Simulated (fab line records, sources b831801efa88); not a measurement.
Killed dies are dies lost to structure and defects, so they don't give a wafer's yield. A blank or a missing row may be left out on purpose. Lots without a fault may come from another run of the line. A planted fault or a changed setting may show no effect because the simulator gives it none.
Which tool did it? | flow gf180mcu | 6 lots, 18 wafers sampled, at 1 step of a route of 602

WHAT THE GAUGES READ, wafer by wafer
GF_M5_OVL_MEAS_08.
lot  | measured     | on         | M5_OVL (nm)
L249 | day 26 19:03 | overlay-01 | -6 -9 -11
L252 | day 27 19:19 | overlay-02 | 11 13 7
L254 | day 28 11:37 | overlay-01 | 0 6 5
L257 | day 29 15:13 | overlay-02 | 6 0 8
L259 | day 29 23:01 | overlay-02 | 4 -1 10
L261 | day 30 19:26 | overlay-02 | 3 -4 -7

WHICH TOOL RAN EACH LOT (tool, then ch and the chambers of the sampled wafers, then the start)
The record holds no process step before these readings.

THE ANSWER, worked out from the rows above alone
Rule: what is usual is taken from the lots themselves. Put in order of their means at a reading, lots are off if they are a third of the lots or fewer, leave a main group of 4 or more, and stand apart from it by a gap of 3 or more times the standard deviation of the main group's means; of several such gaps the widest counts. A main group whose means are all the same, to the digits that the tables above print for the reading, isn't used. A lot without any number at a reading at which 4 lots or more have one is off too. The other lots that the step has rows for count as sound.
No lot is off at any reading shown: from this, nothing can be told.

WHAT THE SIMULATOR HAD PUT IN
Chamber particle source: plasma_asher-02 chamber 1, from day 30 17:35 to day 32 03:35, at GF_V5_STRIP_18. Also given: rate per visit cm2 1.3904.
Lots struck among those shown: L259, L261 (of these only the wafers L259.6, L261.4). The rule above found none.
